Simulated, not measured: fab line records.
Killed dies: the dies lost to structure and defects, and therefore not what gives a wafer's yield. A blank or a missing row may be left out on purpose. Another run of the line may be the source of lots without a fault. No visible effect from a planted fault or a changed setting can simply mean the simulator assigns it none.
fab line records -- flow sky130
record: lots: 6, wafers: 18, last_day: 48
route steps=708 shown LDD_N@252 LDD_P@255 LDD_HVN@267 PAD_OPEN@708
lots that met no fault: from a run of the same line without faults
start_h: hours from the record's first day to the start of the lot's first wafer shown -- wait_h: hours elapsed since this lot's preceding step -- " same as the row above -- L1.1+2: one row covering several wafers at once -- - no value present, or no start provided -- * or withheld: withheld -- < > ~ a bound
route shown NAME@n: NAME is a module with steps in the file, n the number in the route of the first one -- usual: mean and standard deviation over wafers with no fault -- same: alike in all rows -- chamber/n: place in a boat -- sites: the reading at each site -- _std_site: how widely they spread, as a standard deviation -- _edge_site: inner sites' mean taken away from outer sites' mean -- radius_mm: for every site, how far away it sits from the centre of the wafer -- mask NAME#n: copy n -- behind: the tool/chamber that last shaped the wafer -- hold: why the lot went on hold/how many hours it stayed there/how the hold came to an end -- device: which transistor (n, p or np) failed to switch -- end of line: tests run on the same wafers once the route is complete -- step lacking rows: just its recipe -- killed: dies lost to structure and defects at the first sort, not the wafer's yield -- map: per-die view of a wafer (x killed, . not killed, _ where there is no die)
set.NAME: the setting the step ran with; set.NAME@STEP: the setting that earlier step ran with -- model.NAME: the simulator's own value behind a step, which no gauge read
lots at some steps of the route; a table a step, a row a wafer
services: the hour from which a tool's chamber was out of use, counted from the record's first day as start_h (under 0 if before that day), plus the number of hours and why
== steps ==
step: SKY_LDD_N_IMPLANT_15
recipe: species: BF2, energy_kev: 50, dose_cm2: 5e+12, tilt_deg: 30, rotation_deg: 270
step: SKY_LDD_N_STRIP_16
recipe: chemistry: O2/N2, power_w: 1400, pressure_mtorr: 1500, platen_temp_c: withheld, o2_flow_sccm: 3000, n2_flow_sccm: 300, overash_fraction: 0.5
usual: drypump_motor_current_A: 5.8/0.45, oes_product_au: 0.407/0.0043, strip_time_to_endpoint_s: 4.313/0.016
lot.wafer,tool,chamber,start_h,wait_h,drypump_motor_current_A,oes_product_au,rf_hours_counter_h,strip_time_to_endpoint_s
L900.3,plasma_asher-01,0,426.98,0.1,5.8,0.405,-,4.313
L900.4,plasma_asher-01,1,426.98,0.1,6.7,0.407,-,4.301
L900.5,plasma_asher-01,0,426.98,0.1,5.8,0.413,-,4.319
L903.1,plasma_asher-02,1,468.00,0.1,5.7,0.412,35,4.305
L903.4,plasma_asher-02,1,468.00,0.1,5.7,0.405,-,4.310
L903.6,plasma_asher-02,1,468.00,0.1,5.7,0.409,-,4.305
L906.1,plasma_asher-03,0,478.78,0.1,5.3,0.411,75,4.290
L906.4,plasma_asher-03,1,478.78,0.1,5.3,0.410,-,4.284
L906.5,plasma_asher-03,1,478.78,0.1,5.3,0.411,-,4.321
L908.1,plasma_asher-01,0,507.63,0.1,5.8,0.413,69,4.345
L908.4,plasma_asher-01,0,507.63,0.1,5.8,0.405,-,4.339
L908.5,plasma_asher-01,0,507.63,0.1,5.8,0.409,-,4.347
L911.1,plasma_asher-03,0,518.25,0.1,5.3,0.407,79,4.298
L911.3,plasma_asher-03,1,518.25,0.1,5.4,0.402,-,4.334
L911.5,plasma_asher-03,1,518.25,0.1,5.3,0.407,-,4.332
L912.1,plasma_asher-01,0,530.55,0.1,5.8,0.408,72,4.317
L912.4,plasma_asher-01,1,530.55,0.1,6.8,0.410,-,4.309
L912.5,plasma_asher-01,1,530.55,0.1,6.8,0.412,-,4.285
step: SKY_LDD_N_TW_MEAS_17
usual: LDD_N_TW: 2621/37
lot.wafer,tool,chamber,start_h,wait_h,LDD_N_TW
L900.3,film_metro-01,-,427.07,0.1,2659
L900.4,film_metro-01,-,427.07,0.1,2673
L900.5,film_metro-01,-,427.07,0.1,2671
L903.1,film_metro-04,-,468.10,0.1,2588
L903.4,film_metro-04,-,468.10,0.1,2581
L903.6,film_metro-04,-,468.10,0.1,2584
L906.1,film_metro-03,-,478.88,0.1,2592
L906.4,film_metro-03,-,478.88,0.1,2598
L906.5,film_metro-03,-,478.88,0.1,2602
L908.1,film_metro-01,-,507.73,0.1,2634
L908.4,film_metro-01,-,507.73,0.1,2632
L908.5,film_metro-01,-,507.73,0.1,2638
L911.1,film_metro-01,-,518.35,0.1,2631
L911.3,film_metro-01,-,518.35,0.1,2642
L911.5,film_metro-01,-,518.35,0.1,2635
L912.1,film_metro-01,-,530.65,0.1,2670
L912.4,film_metro-01,-,530.65,0.1,2663
L912.5,film_metro-01,-,530.65,0.1,2665
step: SKY_LDD_P_DEHYDRATE_00
recipe: temp_c: 200, time_s: 60
step: SKY_LDD_P_HMDS_01
recipe: prime_time_s: 60, prime_temp_c: 120
step: SKY_LDD_P_COAT_02
recipe: resist: NOVOLAK, spin_rpm: 3000, resist_thk_nm: 1140
step: SKY_LDD_P_SOFTBAKE_03
recipe: temp_c: 90, time_s: 60, resist: NOVOLAK
step: SKY_LDD_P_EXPOSE_04
recipe: mask_id: PSDM, na: 0.6, source_shape: conventional, sigma_outer: 0.6, polarization: unpolarized, target_cd_nm: 380, dose_mj: 138
step: SKY_LDD_P_PEB_05
recipe: temp_c: withheld, time_s: *, resist: NOVOLAK
step: SKY_LDD_P_DEVELOP_06
recipe: resist: NOVOLAK, developer: TMAH, develop_time_s: 60, dev_temp_c: 23
step: SKY_LDD_P_CD_MEAS_07
recipe: target_cd_nm: 380
usual: cd_nm: 380.4/2.6
lot.wafer,tool,chamber,start_h,wait_h,cd_nm
L900.3,cd_sem-02,-,458.40,0.1,382.3
L900.4,cd_sem-02,-,458.40,0.1,380.3
L900.5,cd_sem-02,-,458.40,0.1,382.2
L903.1,cd_sem-01,-,498.49,0.1,381.2
L903.4,cd_sem-01,-,498.49,0.1,378.6
L903.6,cd_sem-01,-,498.49,0.1,380.3
L906.1,cd_sem-01,-,508.89,0.1,382.8
L906.4,cd_sem-01,-,508.89,0.1,381.4
L906.5,cd_sem-01,-,508.89,0.1,382.2
L908.1,cd_sem-01,-,538.39,0.1,376.9
L908.4,cd_sem-01,-,538.39,0.1,376.0
L908.5,cd_sem-01,-,538.39,0.1,378.0
L911.1,cd_sem-01,-,548.99,0.1,381.2
L911.3,cd_sem-01,-,548.99,0.1,378.7
L911.5,cd_sem-01,-,548.99,0.1,381.3
L912.1,cd_sem-02,-,559.96,0.1,381.4
L912.4,cd_sem-02,-,559.96,0.1,380.3
L912.5,cd_sem-02,-,559.96,0.1,382.0
step: SKY_LDD_P_OVL_MEAS_08
usual: LDD_P_OVL: 0.0/1.4
lot.wafer,tool,chamber,start_h,wait_h,LDD_P_OVL[nm]
L900.3,overlay-02,-,458.50,0.1,-3.2
L900.4,overlay-02,-,458.50,0.1,-1.2
L900.5,overlay-02,-,458.50,0.1,-2.6
L903.1,overlay-01,-,498.61,0.1,1.2
L903.4,overlay-01,-,498.61,0.1,-0.2
L903.6,overlay-01,-,498.61,0.1,2.2
L906.1,overlay-01,-,509.01,0.1,0.4
L906.4,overlay-01,-,509.01,0.1,1.4
L906.5,overlay-01,-,509.01,0.1,0.8
L908.1,overlay-02,-,538.51,0.1,-1.6
L908.4,overlay-02,-,538.51,0.1,-1.9
L908.5,overlay-02,-,538.51,0.1,-1.8
L911.1,overlay-01,-,549.11,0.1,0.2
L911.3,overlay-01,-,549.11,0.1,1.4
L911.5,overlay-01,-,549.11,0.1,-0.6
L912.1,overlay-01,-,560.08,0.1,2.5
L912.4,overlay-01,-,560.08,0.1,2.7
L912.5,overlay-01,-,560.08,0.1,1.7
step: SKY_LDD_P_IMPLANT_09
recipe: species: BF2, energy_kev: 25, dose_cm2: 1e+13, tilt_deg: withheld
usual: end_station_pressure_torr: 5.04e-06/2.8e-07
lot.wafer,tool,chamber,start_h,wait_h,end_station_pressure_torr
L900.3,implanter-03,0,458.57,0.1,4.86e-06
L900.4,implanter-03,0,458.57,0.1,5.62e-06
L900.5,implanter-03,0,458.57,0.1,4.94e-06
L903.1,implanter-04,0,498.65,0.0,5.43e-06
L903.4,implanter-04,0,498.65,0.0,5.14e-06
L903.6,implanter-04,0,498.65,0.0,5.54e-06
L906.1,implanter-04,0,509.05,0.0,5.24e-06
L906.4,implanter-04,0,509.05,0.0,5.57e-06
L906.5,implanter-04,0,509.05,0.0,5.04e-06
L908.1,implanter-03,0,538.55,0.0,5.03e-06
L908.4,implanter-03,0,538.55,0.0,5.44e-06
L908.5,implanter-03,0,538.55,0.0,4.6e-06
L908.1,implanter-03,0,538.86,0.3,5.23e-06
L908.4,implanter-03,0,538.86,0.3,5.62e-06
L908.5,implanter-03,0,538.86,0.3,4.88e-06
L911.1,implanter-02,0,549.15,0.0,4.51e-06
L911.3,implanter-02,0,549.15,0.0,4.82e-06
L911.5,implanter-02,0,549.15,0.0,4.65e-06
L912.1,implanter-03,0,560.12,0.0,4.65e-06
L912.4,implanter-03,0,560.12,0.0,5.41e-06
L912.5,implanter-03,0,560.12,0.0,5.12e-06
L912.1,implanter-03,0,560.44,0.3,5.28e-06
L912.4,implanter-03,0,560.44,0.3,5.46e-06
L912.5,implanter-03,0,560.44,0.3,4.79e-06
step: SKY_LDD_P_STRIP_10
recipe: chemistry: O2/N2, power_w: 1400, pressure_mtorr: 1500, platen_temp_c: withheld, o2_flow_sccm: 3000, n2_flow_sccm: 300, overash_fraction: 0.5
usual: drypump_motor_current_A: 5.7/0.53, oes_product_au: 0.716/0.0046, strip_time_to_endpoint_s: 14.17/0.033
lot.wafer,tool,chamber,start_h,wait_h,drypump_motor_current_A,oes_product_au,rf_hours_counter_h,strip_time_to_endpoint_s
L900.3,plasma_asher-03,1,458.70,0.1,5.3,0.710,-,14.15
L900.4,plasma_asher-03,0,458.70,0.1,5.3,0.724,-,14.20
L900.5,plasma_asher-03,0,458.70,0.1,5.2,0.714,-,14.17
L903.1,plasma_asher-03,0,498.80,0.1,5.3,0.717,78,14.22
L903.4,plasma_asher-03,0,498.80,0.1,5.3,0.717,-,14.22
L903.6,plasma_asher-03,1,498.80,0.1,5.3,0.711,-,14.24
L906.1,plasma_asher-04,1,509.20,0.1,6.0,0.716,8,14.17
L906.4,plasma_asher-04,1,509.20,0.1,5.9,0.711,-,14.17
L906.5,plasma_asher-04,1,509.20,0.1,5.9,0.715,-,14.20
L908.1,plasma_asher-01,1,539.01,0.1,6.7,0.722,72,14.15
L908.4,plasma_asher-01,1,539.01,0.1,6.7,0.710,-,14.17
L908.5,plasma_asher-01,1,539.01,0.1,6.7,0.708,-,14.18
L911.1,plasma_asher-03,1,549.30,0.1,5.3,0.714,83,14.18
L911.3,plasma_asher-03,1,549.30,0.1,5.3,0.712,-,14.20
L911.5,plasma_asher-03,1,549.30,0.1,5.3,0.718,-,14.20
L912.1,plasma_asher-04,1,560.59,0.1,5.9,0.722,13,14.20
L912.4,plasma_asher-04,1,560.59,0.1,6.0,0.704,-,14.18
L912.5,plasma_asher-04,1,560.59,0.1,5.9,0.720,-,14.20
step: SKY_LDD_P_TW_MEAS_11
usual: LDD_P_TW: 645/7.8
lot.wafer,tool,chamber,start_h,wait_h,LDD_P_TW
L900.3,film_metro-01,-,458.79,0.1,653
L900.4,film_metro-01,-,458.79,0.1,650
L900.5,film_metro-01,-,458.79,0.1,653
L903.1,film_metro-01,-,498.90,0.1,653
L903.4,film_metro-01,-,498.90,0.1,652
L903.6,film_metro-01,-,498.90,0.1,655
L906.1,film_metro-01,-,509.30,0.1,648
L906.4,film_metro-01,-,509.30,0.1,650
L906.5,film_metro-01,-,509.30,0.1,647
L908.1,film_metro-03,-,539.11,0.1,789
L908.4,film_metro-03,-,539.11,0.1,793
L908.5,film_metro-03,-,539.11,0.1,786
L911.1,film_metro-01,-,549.40,0.1,659
L911.3,film_metro-01,-,549.40,0.1,653
L911.5,film_metro-01,-,549.40,0.1,654
L912.1,film_metro-03,-,560.69,0.1,787
L912.4,film_metro-03,-,560.69,0.1,790
L912.5,film_metro-03,-,560.69,0.1,789
step: SKY_LDD_HVN_DEHYDRATE_00
recipe: temp_c: 200, time_s: 60
step: SKY_PAD_OPEN_PROBE_99
usual: killed_at_M0_to_M3: 44/7.1, killed_at_M4_up: 3.5/2, killed_at_contacts: 24/5.3, killed_at_front_end: 15/4.8, killed_at_other: 0.1/0.35, killed_dies: 86/9.3, killed_open: 47/7.8, killed_short: 39/5.9
same: gross_dies: 492, killed_at_back_side: 0
lot.wafer,tool,chamber,start_h,wait_h,killed_at_M0_to_M3,killed_at_M4_up,killed_at_contacts,killed_at_front_end,killed_at_other,killed_dies,killed_open,killed_short,model.etest.tip_p.rs_ohm_sq,model.etest.pfet_01v8.r_on_ohm_um,model.etest.tip_p.rs_ohm_sq_range,model.etest.pfet_01v8.drive_ua_um,model.etest.sram_pfet_latch.drive_ua_um,model.etest.pfet_01v8_hvt.drive_ua_um,model.etest.pfet_01v8_mvt.drive_ua_um,model.etest.pfet_01v8_lvt.drive_ua_um
L900.3,prober-01,-,1092.54,0.2,46,2,21,13,0,82,44,38,6699,2802,218.6,200.1,147.8,148.5,158.1,173.8
L900.4,prober-01,-,1092.59,0.2,43,2,20,11,0,76,47,29,6721,2842,112.5,197.6,142.9,147.5,157.9,171.6
L900.5,prober-01,-,1092.64,0.2,36,1,21,10,0,68,34,34,6705,2880,143,197.9,149.8,148.2,156.9,170.6
L903.1,prober-02,-,1119.38,0.1,41,5,24,21,0,91,39,52,6946,2952,324.9,187.6,136.4,139.8,148.6,176.7
L903.4,prober-02,-,1119.53,0.2,50,4,25,14,0,93,46,47,6933,2888,208.2,191.9,146.3,143.3,151,177.4
L903.6,prober-02,-,1119.63,0.2,41,3,21,13,1,79,43,36,6944,2918,257.5,191.1,139.1,140.8,149.2,175.2
L906.1,prober-02,-,1128.07,0.1,43,3,32,13,1,92,52,40,6889,2950,169,188.3,138.3,139.1,149.1,169.7
L906.4,prober-02,-,1128.22,0.2,43,2,13,9,1,68,41,26,6884,2972,178.3,186.6,137.7,137.8,148.8,168.6
L906.5,prober-02,-,1128.27,0.2,39,3,24,9,0,75,44,31,6830,2981,251.5,184.2,134.7,137.8,149.1,170.8
L908.1,prober-01,-,1144.94,0.1,43,6,22,21,0,92,49,43,3932,2637,90,216.6,160.4,162.1,162.5,186.5
L908.4,prober-01,-,1145.09,0.2,47,0,19,17,1,84,42,42,3933,2747,112.9,207.4,157.6,154.1,156.8,183.1
L908.5,prober-01,-,1145.14,0.2,39,6,24,11,0,80,43,37,3937,2643,124.6,219.2,160.3,164.6,163,187.2
L911.1,prober-01,-,1151.33,0.1,47,4,18,13,1,83,43,40,6947,2917,69.34,190.1,139.3,141,148.7,175.4
L911.3,prober-01,-,1151.43,0.2,38,2,25,17,0,82,40,42,7009,2905,111.1,191.9,145.2,143.9,150.4,174.7
L911.5,prober-01,-,1151.53,0.2,48,4,30,4,0,86,49,37,6960,2808,274.4,198,149.4,147.6,155.3,179.8
L912.1,prober-02,-,1161.56,0.1,48,2,21,12,0,83,51,32,3926,2823,127.3,200.2,155.2,148.2,153.8,179.8
L912.4,prober-02,-,1161.71,0.2,49,2,27,15,0,93,51,42,3962,2726,120,210.3,152.4,156.7,156,183.9
L912.5,prober-02,-,1161.76,0.2,46,3,26,15,0,90,43,47,3962,2786,113.6,203.1,154.5,151,153.3,179.6
killed by level:class
L900.3 CONTACT:geometric_particle:open=9 VIA1:geometric_particle:open=9 VIA3:geometric_particle:short=8 VIA3:geometric_particle:open=7 LI_CONTACT:geometric_particle:open=6 METAL1:geometric_particle:short=6 METAL2:geometric_particle:short=5 VIA2:geometric_particle:open=4
L900.4 CONTACT:geometric_particle:open=11 VIA1:geometric_particle:open=10 VIA1:geometric_particle:short=8 VIA2:geometric_particle:open=7 LI_CONTACT:geometric_particle:open=5 VIA3:geometric_particle:open=5 FIELD_ISO:geometric_particle:short=3 POLY_GATE:geometric_particle:open=3
L900.5 CONTACT:geometric_particle:open=7 VIA1:geometric_particle:short=7 VIA1:geometric_particle:open=7 VIA3:geometric_particle:open=7 LI_CONTACT:geometric_particle:open=5 METAL1:geometric_particle:short=5 LI_CONTACT:geometric_particle:short=4 CONTACT:geometric_particle:short=4
L903.1 LI_CONTACT:geometric_particle:open=8 METAL2:geometric_particle:short=8 POLY_GATE:geometric_particle:short=7 VIA1:geometric_particle:open=6 VIA2:geometric_particle:open=6 LI_CONTACT:geometric_particle:short=5 VIA1:geometric_particle:short=5 FIELD_ISO:geometric_particle:short=4
L903.4 VIA1:geometric_particle:open=13 VIA2:geometric_particle:open=9 LI_CONTACT:geometric_particle:open=7 VIA2:geometric_particle:short=6 CONTACT:geometric_particle:open=6 METAL1:geometric_particle:short=6 CONTACT:geometric_particle:short=5 FIELD_ISO:geometric_particle:short=4
L903.6 CONTACT:geometric_particle:short=8 VIA1:geometric_particle:open=7 METAL2:geometric_particle:short=7 VIA2:geometric_particle:open=7 VIA3:geometric_particle:open=7 POLY_GATE:geometric_particle:short=4 LI_CONTACT:geometric_particle:open=4 CONTACT:geometric_particle:open=4
L906.1 CONTACT:geometric_particle:open=12 VIA1:geometric_particle:open=9 LI_CONTACT:geometric_particle:open=8 VIA2:geometric_particle:open=7 METAL3:geometric_particle:short=6 FIELD_ISO:geometric_particle:open=5 VIA3:geometric_particle:short=5 LOCAL_INTERCONNECT:geometric_particle:short=5
L906.4 VIA1:geometric_particle:open=13 CONTACT:geometric_particle:open=8 VIA1:geometric_particle:short=5 VIA2:geometric_particle:open=5 VIA3:geometric_particle:open=5 VIA3:geometric_particle:short=4 LI_CONTACT:geometric_particle:open=3 METAL1:geometric_particle:short=3
L906.5 VIA1:geometric_particle:open=10 LI_CONTACT:geometric_particle:open=7 CONTACT:geometric_particle:open=7 VIA3:geometric_particle:open=7 VIA2:geometric_particle:open=5 FIELD_ISO:geometric_particle:short=4 LOCAL_INTERCONNECT:geometric_particle:short=4 METAL1:geometric_particle:short=3
L908.1 CONTACT:geometric_particle:open=10 VIA1:geometric_particle:open=10 POLY_GATE:geometric_particle:open=7 METAL3:geometric_particle:short=7 VIA2:geometric_particle:open=6 METAL2:geometric_particle:short=5 POLY_GATE:geometric_particle:short=4 LOCAL_INTERCONNECT:geometric_particle:short=4
L908.4 VIA3:geometric_particle:open=8 VIA1:geometric_particle:open=7 VIA2:geometric_particle:short=6 METAL2:geometric_particle:short=6 VIA2:geometric_particle:open=6 FIELD_ISO:geometric_particle:short=5 LOCAL_INTERCONNECT:geometric_particle:short=5 METAL1:geometric_particle:short=5
L908.5 CONTACT:geometric_particle:open=9 LI_CONTACT:geometric_particle:open=8 VIA1:geometric_particle:open=8 METAL2:geometric_particle:short=7 VIA1:geometric_particle:short=6 METAL4:geometric_particle:short=5 CONTACT:geometric_particle:short=4 VIA2:geometric_particle:open=4
L911.1 VIA1:geometric_particle:open=11 VIA2:geometric_particle:open=8 CONTACT:geometric_particle:open=7 POLY_GATE:geometric_particle:short=6 CONTACT:geometric_particle:short=6 VIA3:geometric_particle:short=6 METAL2:geometric_particle:short=5 VIA1:geometric_particle:short=4
L911.3 CONTACT:geometric_particle:open=9 VIA1:geometric_particle:open=8 CONTACT:geometric_particle:short=6 VIA3:geometric_particle:short=6 VIA3:geometric_particle:open=6 POLY_GATE:geometric_particle:open=5 FIELD_ISO:geometric_particle:short=4 POLY_GATE:geometric_particle:short=4
L911.5 CONTACT:geometric_particle:open=10 VIA2:geometric_particle:open=10 VIA1:geometric_particle:open=9 VIA3:geometric_particle:open=8 CONTACT:geometric_particle:short=8 LI_CONTACT:geometric_particle:open=7 VIA2:geometric_particle:short=5 VIA3:geometric_particle:short=4
L912.1 VIA1:geometric_particle:open=11 VIA3:geometric_particle:open=9 CONTACT:geometric_particle:open=8 LI_CONTACT:geometric_particle:open=6 VIA2:geometric_particle:open=6 METAL1:geometric_particle:short=5 VIA1:geometric_particle:short=4 POLY_GATE:geometric_particle:open=3
L912.4 LI_CONTACT:geometric_particle:open=13 VIA1:geometric_particle:open=10 CONTACT:geometric_particle:open=8 VIA1:geometric_particle:short=6 METAL1:geometric_particle:short=6 METAL2:geometric_particle:short=6 METAL3:geometric_particle:short=6 VIA3:geometric_particle:open=6
L912.5 METAL2:geometric_particle:short=12 LI_CONTACT:geometric_particle:open=10 CONTACT:geometric_particle:open=9 POLY_GATE:geometric_particle:open=6 METAL1:geometric_particle:short=6 VIA1:geometric_particle:open=5 POLY_GATE:geometric_particle:short=4 CONTACT:geometric_particle:short=4
== services ==
tool,chamber,start_h,hours,kind
implanter-04,-,410.58,0.6,repair
plasma_asher-04,-,421.25,9.0,pm
plasma_asher-04,0,421.25,9.0,vent_cycle
plasma_asher-04,1,421.25,9.0,vent_cycle
plasma_asher-02,-,426.38,9.4,repair
plasma_asher-04,0,430.25,-,clean
plasma_asher-04,1,430.25,-,clean
implanter-03,-,449.07,0.5,repair
implanter-04,-,459.57,2.6,repair
implanter-04,-,469.28,5.0,pm
plasma_asher-01,-,470.62,7.4,repair
implanter-03,-,481.71,5.8,pm
implanter-02,-,487.20,2.9,pm
implanter-02,-,493.67,2.5,repair
== key ==
first_sign: step: SKY_LDD_P_IMPLANT_09, reading: visit, direction: added
effect: step: SKY_LDD_P_TW_MEAS_11, reading: LDD_P_TW, direction: up, sigmas: 19, usual: 645, struck: 789
model_effect: step: SKY_PAD_OPEN_PROBE_99, value: etest.tip_p.rs_ohm_sq, without: 6968, struck: 3942
met_at SKY_LDD_P_IMPLANT_09
struck_wafers L908.1,L908.4,L908.5,L912.1,L912.4,L912.5
tester_left_out L908,L912
fault: kind: repeated_step_whole, tool: implanter-02,implanter-03,implanter-04, chamber: -, onset_h: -, steps: SKY_LDD_P_IMPLANT_09, times: 1, scope: struck_lots_only
tester_left_out: of these lots the tester's yield and bins aren't shown, on N5 and GAA mostly nor the transistor test; their killed dies are dies lost to structure and defects alone, not to doping, threshold or leakage, so they don't give the yield
